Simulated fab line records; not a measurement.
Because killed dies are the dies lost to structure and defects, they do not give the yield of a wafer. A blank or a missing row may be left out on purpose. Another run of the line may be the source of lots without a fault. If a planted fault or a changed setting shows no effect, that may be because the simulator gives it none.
Comparing a struck lot with a sound one ; flow sfq_line ; 14 steps out of a route of 325
Sound: these wafers, L109.1, L109.4, L109.6. Wafers struck: L120.1, L120.5, L120.6. At the end, the cause is stated.
For every step that has rows: the tool of each side, followed by ch and its chambers, followed by its first start. Under that, the readings that differ: sound wafers ; struck wafers ; difference of the means ; sigmas: that difference in standard deviations of wafers without a fault.
alike: readings with means less than 2 such deviations apart, plus words and numbers identical on both sides. not compared: withheld readings, readings lacking a value on some wafer, bounds such as >300 that could conceal the same value, and numbers that have no deviation in the record and whose values overlap.
The two part at a step that has a row with sigmas, a row that says differs or no value, or rows on one side only. Non-overlapping numbers with no deviation appear without sigmas and do not part them. A reading that every wafer of one side lacks parts them only if that side has two wafers or more.

SFQ_TRILAYER_I1_DEP_PECVD_045: deposits SiO2 from SiH4/N2O, time 111.11 s, target thk 500 nm.
  sound on pecvd-03 ch 1,2, day 11 17:19; struck on pecvd-04 ch 0,2, day 15 05:37
  alike: heater_power_w, rf_fwd_power_W, throttle_valve_pct
  not compared: since_wet_clean_h
SFQ_TRILAYER_I1_CMP_CMP_046: polishes SiO2.
  sound on cmp-01 ch 0,2,3, day 11 17:43; struck on cmp-02 ch 0,3, day 15 08:24
  alike: head_pressure_psi, motor_current_A, time_to_endpoint_s
SFQ_I1_BOW_MEAS_912:
  sound on film_metro-03, day 11 20:43; struck on film_metro-03, day 15 11:24
  alike: I1_BOW
SFQ_TRILAYER_I1_METRO_MEASURE_047:
  sound on film_metro-03, day 11 20:50; struck on film_metro-03, day 15 11:31
  alike: thk_nm
then, 6 steps without rows for these wafers: SFQ_TRILAYER_I1_VIA_LITHO_COAT_054 (resist thk 62 nm); SFQ_TRILAYER_I1_VIA_LITHO_COAT_049 (resist thk 650 nm); SFQ_TRILAYER_I1_VIA_LITHO_SOFTBAKE_053; SFQ_TRILAYER_I1_VIA_LITHO_EXPOSE_050 (exposes mask I1, target cd 500 nm); SFQ_TRILAYER_I1_VIA_LITHO_PEB_052 (peb time 60 s); SFQ_TRILAYER_I1_VIA_LITHO_DEVELOP_051 (time 60 s).
-- the record jumps here: 4 days lie between the struck wafers' starts before and after --
SFQ_I1_OVL_MEAS_913:
  sound on overlay-01, day 15 13:46; struck on overlay-01, day 19 18:19
  alike: I1_OVL
SFQ_TRILAYER_I1_VIA_BARC_OPEN_VIA_ETCH_071: etches BARC in O2, target depth 125 nm, time 41.7 s.
  sound on rie_diel-03 ch 0,2,3, day 15 13:47; struck on rie_diel-02 ch 0,2,3, day 19 18:21
  alike: drypump_motor_current_A, oes_product_au, rf_fwd_power_W
  not compared: rf_hours_counter_h
SFQ_TRILAYER_I1_VIA_ETCH_VIA_ETCH_052: etches SiO2 in CHF3, stops on Nb, target depth 260 nm.
  sound on rie_diel-03 ch 0,2,3, day 15 13:50; struck on rie_diel-02 ch 0,2,3, day 19 18:23
reading;sound;struck;difference;sigmas
rf_fwd_power_W (W);500.4 497.4 497.1;415.0 418.2 417.6;-81.4;-48
  alike: drypump_motor_current_A, oes_product_au
SFQ_TRILAYER_I1_VIA_STRIP_STRIP_053: strips in O2.
  sound on rie_metal-01 ch 0,1, day 15 13:57; struck on rie_metal-03 ch 0,1, day 19 18:30
  alike: drypump_motor_current_A, oes_product_au
  not compared: rf_hours_counter_h

== WHERE THEY PART ==
SFQ_TRILAYER_I1_VIA_ETCH_VIA_ETCH_052 only, going by this record. Later steps at which nothing parts them and some readings are alike: SFQ_TRILAYER_I1_VIA_STRIP_STRIP_053.

WHY: whatever the simulator had introduced
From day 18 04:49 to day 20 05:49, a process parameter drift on rie_diel-02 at SFQ_TRILAYER_I1_VIA_ETCH_VIA_ETCH_052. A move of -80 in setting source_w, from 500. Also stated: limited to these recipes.
